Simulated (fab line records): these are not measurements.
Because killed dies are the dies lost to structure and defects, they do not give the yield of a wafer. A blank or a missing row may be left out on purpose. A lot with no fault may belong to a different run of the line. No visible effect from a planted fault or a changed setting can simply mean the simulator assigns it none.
A struck lot beside a sound one    flow sky130    43 out of 708 route steps
Sound: wafers L228.1, L228.2, L228.4. Struck: wafer L239.6 (left out: L239.3, L239.4 of the same lot, which were not struck); the cause appears at the end.
Order at every step that has rows: each side's tool, ch and its chambers, its first start. Under that, the readings that differ: sound wafers    struck wafers    difference of the means    sigmas: that difference in standard deviations of wafers without a fault.
alike: words and numbers the same on both sides, and readings whose means are apart by under 2 such deviations; not compared: readings that were withheld, readings missing a value for some wafer, numbers with overlapping values and no deviation given by the record, and bounds like >300 which may hide the same value.
The two part at a step that has a row with sigmas, a row that says differs or no value, or rows on one side only. Non-overlapping numbers with no deviation appear without sigmas and do not part them. Lack of a reading on every wafer of one side parts them only where that side has two or more wafers.

first, 3 steps without rows for these wafers: SKY_METAL2_EXPOSE_12 (exposes mask MM2, target cd 140 nm); SKY_METAL2_PEB_13; SKY_METAL2_DEVELOP_14 (develop time 60 s).
SKY_METAL2_CD_MEAS_15: target cd 140 nm.
  struck on cd-sem-01, day 39 17:38; sound on cd-sem-02, day 36 08:43
  alike: cd-nm
SKY_METAL2_OVL_MEAS_16:
  struck on overlay-01, day 39 17:43; sound on overlay-02, day 36 08:50
  alike: METAL2_OVL
then, 1 step without rows for these wafers: SKY_METAL2_DESCUM_17 (chemistry O2, time 8 s).
SKY_METAL2_ETCH_18: etches BARC in N2/H2, stops on SiO2, time 45.9 s, target depth 60 nm.
  sound on rie-metal-01 ch 0,1, day 36 08:54; struck on rie-metal-01 ch 1, day 39 17:48
  alike: bias-w, drypump-motor-current-A, oes-product-au, rf-fwd-power-W, throttle-valve-pct
  not compared: rf-hours-counter-h
then, 1 step without rows for these wafers: SKY_METAL2_METAL_ETCH_19 (etches the open film in Cl2/BCl3, stops on SiO2, target depth 360 nm, time 74.83 s).
SKY_METAL2_STRIP_20: strips in O2/N2.
  sound on plasma-asher-04 ch 0,1, day 36 09:03; struck on plasma-asher-04 ch 1, day 39 17:58
  alike: drypump-motor-current-A, o2-flow-sccm, oes-product-au, strip-time-to-endpoint-s
  not compared: rf-hours-counter-h
then, 3 steps without rows for these wafers: SKY_METAL2_STRIP_21 (strips in post etch residue remover, time 1200 s); SKY_METAL2_CLEAN_22 (cleans in IPA, time 180 s); SKY_METAL2_CLEAN_23 (cleans in O3/DIW).
SKY_VIA2_HDPCVD_00: deposits SiO2, target thk 1180 nm, time 196.7 s.
  sound on hdpcvd-02 ch 0,1,2, day 36 09:38; struck on hdpcvd-01 ch 0, day 39 18:33
  alike: susceptor-temp-C
SKY_VIA2_THK_MEAS_01:
  struck on film-metro-02, day 39 18:42; sound on film-metro-01, day 36 09:46
reading               sound           struck  difference  sigmas
VIA2_HDPCVD_THK (nm)  1159 1161 1187  1194    +25         +2
then, 1 step without rows for these wafers: SKY_VIA2_CMP_02 (polishes SiO2).
SKY_VIA2_BOW_MEAS_03:
  struck on film-metro-04, day 39 19:05; sound on film-metro-02, day 36 10:08
  alike: VIA2_BOW
then, 8 steps without rows for these wafers: SKY_VIA2_DEHYDRATE_04 (time 60 s); SKY_VIA2_HMDS_05 (prime time 60 s); SKY_VIA2_COAT_06 (resist thk 60 nm); SKY_VIA2_COAT_07 (resist thk 450 nm); SKY_VIA2_SOFTBAKE_08 (time 90 s); SKY_VIA2_EXPOSE_09 (exposes mask VIM2, target cd 200 nm); SKY_VIA2_PEB_10; SKY_VIA2_DEVELOP_11 (develop time 60 s).
SKY_VIA2_CD_MEAS_12: target cd 200 nm.
  struck on cd-sem-01, day 40 19:50; sound on cd-sem-01, day 37 12:37
  alike: cd-nm
SKY_VIA2_OVL_MEAS_13:
  struck on overlay-01, day 40 19:55; sound on overlay-02, day 37 12:44
  alike: VIA2_OVL
then, 1 step without rows for these wafers: SKY_VIA2_ETCH_14 (etches BARC in N2/H2, stops on SiO2, time 45.9 s, target depth 60 nm).
SKY_VIA2_ETCH_15: etches SiO2 in C4F8/O2/Ar, stops on TiN, target depth 546 nm, time 84 s.
  sound on rie-diel-01 ch 0,1,2, day 37 12:49; struck on rie-diel-02 ch 2, day 40 19:59
  alike: bias-w, oes-product-au, rf-fwd-power-W
  not compared: rf-hours-counter-h
then, 4 steps without rows for these wafers: SKY_VIA2_STRIP_16 (strips in O2/N2); SKY_VIA2_STRIP_17 (strips in post etch residue remover, time 1200 s); SKY_VIA2_CLEAN_18 (cleans in IPA, time 180 s); SKY_VIA2_CLEAN_19 (cleans in O3/DIW).
SKY_VIA2_SPUTTER_20: material TiN, target thk 20 nm, time 80 s.
  struck on pvd-sputter-04, day 40 21:53; sound on pvd-sputter-04, day 37 13:29
  alike: cathode-dc-power-W, throttle-valve-pct
SKY_VIA2_CVD_21: deposits W, target thk 420 nm, time 126.4 s.
  sound on cvd-w-01 ch 0,1, day 37 13:33; struck on cvd-w-02 ch 0, day 40 21:59
  alike: heater-power-w, susceptor-temp-C
SKY_VIA2_RS_MEAS_22: a four-point-probe measurement.
  struck on film-metro-02, day 40 22:07; sound on film-metro-01, day 37 13:41
reading             sound                 struck  difference  sigmas
VIA2_W_RS (ohm/sq)  0.2754 0.2754 0.2770  0.2700  -0.0059     -2
SKY_VIA2_THK_MEAS_23: measures by xrf.
  struck on film-metro-02, day 40 22:13; sound on film-metro-01, day 37 13:48
reading          sound        struck  difference  sigmas
VIA2_W_THK (nm)  422 419 417  432     +13         +2
then, 6 steps without rows for these wafers: SKY_VIA2_CMP_24 (polishes, stops on SiO2, t overpolish 20 s, target thk 0 nm); SKY_METAL3_SPUTTER_00 (material Ti, target thk 15 nm, time 10.27 s); SKY_METAL3_SPUTTER_01 (material TiN, target thk 20 nm, time 16.7 s); SKY_METAL3_SPUTTER_02 (material AlCu, target thk 735 nm, time 39.1 s); SKY_METAL3_SPUTTER_03 (material Ti, target thk 5 nm, time 3.3 s); SKY_METAL3_SPUTTER_04 (material TiN, target thk 70 nm, time 58.3 s).
-- the record jumps here: 9 days lie between the struck wafers' starts before and after (it left off in module METAL3 and takes up again in module PAD_OPEN, whose first step shown is number 708 of the route) --
SKY_PAD_OPEN_PROBE_99:
  struck on prober-01, day 49 14:59; sound on prober-02, day 47 00:26
reading                                sound               struck  difference  sigmas
defect-limited-yield (%)               83.5 83.1 81.7      74.2    -8.6        -5
killed_at_M0_to_M3                     44 44 50            88      +42         +6
killed-dies                            81 83 90            127     +42         +4
sort_bin_3_pad_short (%)               0.4 1.4 2.0         2.2     +0.9        +2
sort_bin_5_function (%)                9.6 8.7 10.8        15.7    +6.0        +4
sort-n-pass                            411 408 402         365     -42         -4
sort-yield-pct (%)                     83.5 82.9 81.7      74.2    -8.5        -4
model.etest.tester.sort-n-pass         411 408 402         365     -42         
model.etest.tester.sort-yield-pct (%)  83.54 82.93 81.71   74.19   -8.54       
model.etest.tester.sort_bin_5_pct (%)  9.553 8.74 10.77    15.65   +5.96       
model.etest.tester.sort_bin_3_pct (%)  0.4065 1.423 2.033  2.236   +0.949      
  alike: killed_at_M4_up, killed-at-contacts, killed-at-front-end, killed-at-other, killed-open, killed-short, sort_bin_6_memory, sort_bin_8_speed

## WHERE THEY PART
At SKY_VIA2_THK_MEAS_01 first; at SKY_PAD_OPEN_PROBE_99 last (within this record only).

WHY: what the simulator had put in
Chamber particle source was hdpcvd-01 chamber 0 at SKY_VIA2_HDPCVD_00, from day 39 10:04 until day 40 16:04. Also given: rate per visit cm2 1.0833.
